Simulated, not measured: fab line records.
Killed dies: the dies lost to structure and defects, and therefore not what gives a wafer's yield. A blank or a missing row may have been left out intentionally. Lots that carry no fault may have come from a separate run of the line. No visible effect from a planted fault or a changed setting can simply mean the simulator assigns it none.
A struck lot beside a sound one ; flow sky130 ; 17 out of 708 route steps
Sound: wafers L746.2, L746.3, L746.4. The struck wafers were L759.1, L759.2, L759.5. At the end, the cause is stated.
Each step with rows lists, per side, the tool, then ch with its chambers, then its first start. Under that, the readings that differ: sound wafers ; struck wafers ; difference of the means ; sigmas: that difference in standard deviations of wafers without a fault.
alike: same words and numbers on both sides, and readings whose means sit less than 2 such deviations apart. not compared: any withheld reading, any reading some wafer has no value for, any bound like >300 that may hide the same value, and any number with overlapping values for which the record gives no deviation.
Wherever a step has rows on one side only, a row that says differs or no value, or a row with sigmas, the two part there. When numbers do not overlap yet have no deviation, they are printed without sigmas and do not part them. Lack of a reading on every wafer of one side parts them only where that side has two or more wafers.

SKY_VT_ADJUST_LVTN_OVL_MEAS_07:
  sound: overlay-01 at day 6 20:01; struck: overlay-02 at day 10 13:51
  alike: VT_ADJUST_LVTN_OVL
following that, these wafers have no rows for 1 step: SKY_VT_ADJUST_LVTN_IMPLANT_08.
SKY_VT_ADJUST_LVTN_STRIP_09: strips in O2/N2.
  sound on plasmaAsher-03 ch 0,1, day 6 20:11; struck on plasmaAsher-02 ch 0,1, day 10 14:02
reading;sound;struck;difference;sigmas
stripTimeToEndpointS (s);36.51 36.64 36.72;36.95 36.92 36.89;+0.30;+2
  alike: drypumpMotorCurrentA, o2FlowSccm, oesProductAu
  not compared: rfHoursCounterH
SKY_VT_ADJUST_LVTN_TW_MEAS_10:
  sound: filmMetro-01 at day 6 20:18; struck: filmMetro-04 at day 10 14:08
  alike: VT_ADJUST_LVTN_TW
then, 7 steps without rows for these wafers: SKY_VT_ADJUST_LVTN_DEHYDRATE_11 (time 60 s); SKY_VT_ADJUST_LVTN_HMDS_12 (prime time 60 s); SKY_VT_ADJUST_LVTN_COAT_13 (resist thk 1140 nm); SKY_VT_ADJUST_LVTN_SOFTBAKE_14 (time 60 s); SKY_VT_ADJUST_LVTN_EXPOSE_15 (exposes mask HVN STD DERIVED, target cd 600 nm); SKY_VT_ADJUST_LVTN_PEB_16; SKY_VT_ADJUST_LVTN_DEVELOP_17 (develop time 60 s).
SKY_VT_ADJUST_LVTN_OVL_MEAS_18:
  sound: overlay-01 at day 7 15:41; struck: overlay-02 at day 11 13:26
  alike: VT_ADJUST_LVTN_01_OVL
SKY_VT_ADJUST_LVTN_IMPLANT_19:
  sound on implanter-04 ch 0, day 7 15:44; struck on implanter-04 ch 0, day 11 13:29
SKY_VT_ADJUST_LVTN_STRIP_20: strips in O2/N2.
  sound on plasmaAsher-02 ch 0,1, day 7 15:52; struck on plasmaAsher-02 ch 0,1, day 11 13:38
  alike: drypumpMotorCurrentA, o2FlowSccm, oesProductAu, stripTimeToEndpointS
  not compared: rfHoursCounterH
SKY_VT_ADJUST_LVTN_TW_MEAS_21:
  sound: filmMetro-01 at day 7 15:58; struck: filmMetro-03 at day 11 13:44
reading;sound;struck;difference;sigmas
VT_ADJUST_LVTN_2_TW;189.8 188.8 188.6;185.6 186.5 185.1;-3.3;-4
then, 1 step without rows for these wafers: SKY_VT_ADJUST_NCORE_DEHYDRATE_00 (time 60 s).
-- here the record skips 37 days between the struck wafers' starts before and after, leaving off in module VT_ADJUST_NCORE and picking up in module PAD_OPEN (first step shown: number 708 of the route) --
SKY_PAD_OPEN_PROBE_99:
  sound: prober-02 at day 45 17:40; struck: prober-01 at day 48 23:26
reading;sound;struck;difference;sigmas
model.etest.nfetG5v0d10v5.vtVRange;0.00697 0.008357 0.005347;0.02142 0.02333 0.01873;+0.01427;
  alike: killed_at_M0_to_M3, killed_at_M4_up, killedAtContacts, killedAtFrontEnd, killedAtOther, killedDies, killedOpen, killedShort

WHERE THEY PART
At SKY_VT_ADJUST_LVTN_STRIP_09 first; at SKY_VT_ADJUST_LVTN_TW_MEAS_21 last (within this record only). Later steps at which nothing parts them and some readings are alike: SKY_PAD_OPEN_PROBE_99.

WHY: whatever the simulator had introduced
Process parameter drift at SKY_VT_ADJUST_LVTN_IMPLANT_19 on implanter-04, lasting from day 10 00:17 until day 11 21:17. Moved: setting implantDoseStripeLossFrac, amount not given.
